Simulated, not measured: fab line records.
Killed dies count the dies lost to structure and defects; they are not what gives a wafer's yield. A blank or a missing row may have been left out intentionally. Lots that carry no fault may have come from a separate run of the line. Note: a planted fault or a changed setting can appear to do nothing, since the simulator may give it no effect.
A lot that was struck, set against a sound lot    flow sfq_line    18 steps out of a route of 325
Sound: the wafers L122.1, L122.2, L122.6. Wafers struck: L132.2, L132.4, L132.5. The cause comes at the end.
Each step with rows lists, per side, the tool, then ch with its chambers, then its first start. Under that, the readings that differ: sound wafers    struck wafers    difference of the means    sigmas: that difference in standard deviations of wafers without a fault.
alike: readings whose means differ by less than 2 such deviations, and words and numbers that are the same on both sides. not compared: withheld readings, readings that some wafer has no value for, bounds like >300 that may hide the same value, and numbers for which the record gives no deviation and whose values overlap.
A row with sigmas, a row that says differs or no value, or rows on one side alone: a step with any of these is where the two part. Non-overlapping numbers with no deviation appear without sigmas and do not part them. A reading missing from all wafers of one side parts the sides only when that side holds two or more wafers.

SFQ_TRILAYER_M3_BARC_OPEN_METAL_ETCH_100: etches BARC in O2, target depth 125 nm, time 41.7 s.
  sound on rie_metal-04 ch 0,1, day 51 12:26; struck on rie_metal-04 ch 0,1, day 52 14:50
  alike: drypump_motor_current_A, oes_product_au
  not compared: rf_hours_counter_h
SFQ_TRILAYER_M3_ETCH_METAL_ETCH_078: etches Nb in Cl2/Ar, stops on SiO2, target depth 240 nm, time 120 s.
  sound on rie_metal-04 ch 0,1, day 51 12:29; struck on rie_metal-04 ch 0,1, day 52 14:53
reading                sound              struck             difference  sigmas
oes_product_au (a.u.)  0.882 0.889 0.890  0.899 0.896 0.905  +0.013      +2
  alike: drypump_motor_current_A
  not compared: rf_hours_counter_h
SFQ_TRILAYER_M3_STRIP_STRIP_079: strips in O2.
  sound on rie_metal-04 ch 0,1, day 51 12:37; struck on rie_metal-04 ch 0,1, day 52 15:01
  alike: drypump_motor_current_A, oes_product_au, platen_temp_c
  not compared: rf_hours_counter_h
then, 1 step without rows for these wafers: SFQ_TRILAYER_M3_STRIP_SOLV_CLEAN_080 (cleans in NMP, time 600 s).
SFQ_TRILAYER_I3_DEP_PECVD_081: deposits SiO2 from SiH4/N2O, time 111.11 s, target thk 500 nm.
  sound on pecvd-02 ch 1,2, day 51 13:23; struck on pecvd-02 ch 0,1, day 52 15:47
  alike: heater_power_outer_w, heater_power_w, susceptor_temp_C, throttle_valve_pct
  not compared: since_wet_clean_h
SFQ_TRILAYER_I3_CMP_CMP_082: polishes SiO2.
  sound on cmp-01 ch 0,2, day 51 23:48; struck on cmp-01 ch 0,1,2, day 53 02:56
  alike: motor_current_A, platen_rpm, time_to_endpoint_s
SFQ_I3_BOW_MEAS_922:
  sound on film_metro-01 at day 52 02:48; struck on film_metro-04 at day 53 05:57
  alike: I3_BOW
then, 5 steps without rows for these wafers: SFQ_TRILAYER_I3_METRO_MEASURE_083; SFQ_TRILAYER_I3_VIA_LITHO_COAT_090 (resist thk 62 nm); SFQ_TRILAYER_I3_VIA_LITHO_COAT_085 (resist thk 650 nm); SFQ_TRILAYER_I3_VIA_LITHO_SOFTBAKE_089; SFQ_TRILAYER_I3_VIA_LITHO_EXPOSE_086 (exposes mask I3, target cd 500 nm).
-- the record jumps here: 4 days lie between the struck wafers' starts before and after --
SFQ_TRILAYER_I3_VIA_LITHO_PEB_088: peb time 60 s.
  sound on litho_track-01 ch 0, day 56 16:26; struck on litho_track-04 ch 0, day 57 16:28
then, 1 step without rows for these wafers: SFQ_TRILAYER_I3_VIA_LITHO_DEVELOP_087 (time 60 s).
SFQ_I3_OVL_MEAS_923:
  sound on overlay-02 at day 56 16:44; struck on overlay-01 at day 57 16:44
  alike: I3_OVL
SFQ_TRILAYER_I3_VIA_BARC_OPEN_VIA_ETCH_121: etches BARC in O2, target depth 125 nm, time 41.7 s.
  sound on rie_diel-03 ch 0,1,2, day 56 16:46; struck on rie_diel-02 ch 1,2,3, day 57 16:46
reading              sound              struck           difference  sigmas
model.I3.cd_nm (nm)  497.5 498.4 497.3  562.2 560.2 561  +63.4       
  alike: drypump_motor_current_A, oes_product_au
  not compared: rf_hours_counter_h
SFQ_TRILAYER_I3_VIA_ETCH_VIA_ETCH_088: etches SiO2 in CHF3, stops on Nb, target depth 260 nm.
  sound on rie_diel-03 ch 0,1,2, day 56 16:49; struck on rie_diel-02 ch 1,2,3, day 57 16:49
reading              sound              struck             difference  sigmas
model.I3.cd_nm (nm)  497.5 499.3 500.2  562.7 560.5 559.1  +61.8       
  alike: drypump_motor_current_A, oes_product_au
then, 1 step without rows for these wafers: SFQ_TRILAYER_I3_VIA_STRIP_STRIP_089 (strips in O2).

WHERE THEY PART
Only at SFQ_TRILAYER_M3_ETCH_METAL_ETCH_078, as far as this record shows. Later steps at which nothing parts them and some readings are alike: SFQ_TRILAYER_M3_STRIP_STRIP_079, SFQ_TRILAYER_I3_DEP_PECVD_081, SFQ_TRILAYER_I3_CMP_CMP_082, SFQ_I3_BOW_MEAS_922, SFQ_I3_OVL_MEAS_923, SFQ_TRILAYER_I3_VIA_BARC_OPEN_VIA_ETCH_121, SFQ_TRILAYER_I3_VIA_ETCH_VIA_ETCH_088.

WHY: the cause the simulator had injected
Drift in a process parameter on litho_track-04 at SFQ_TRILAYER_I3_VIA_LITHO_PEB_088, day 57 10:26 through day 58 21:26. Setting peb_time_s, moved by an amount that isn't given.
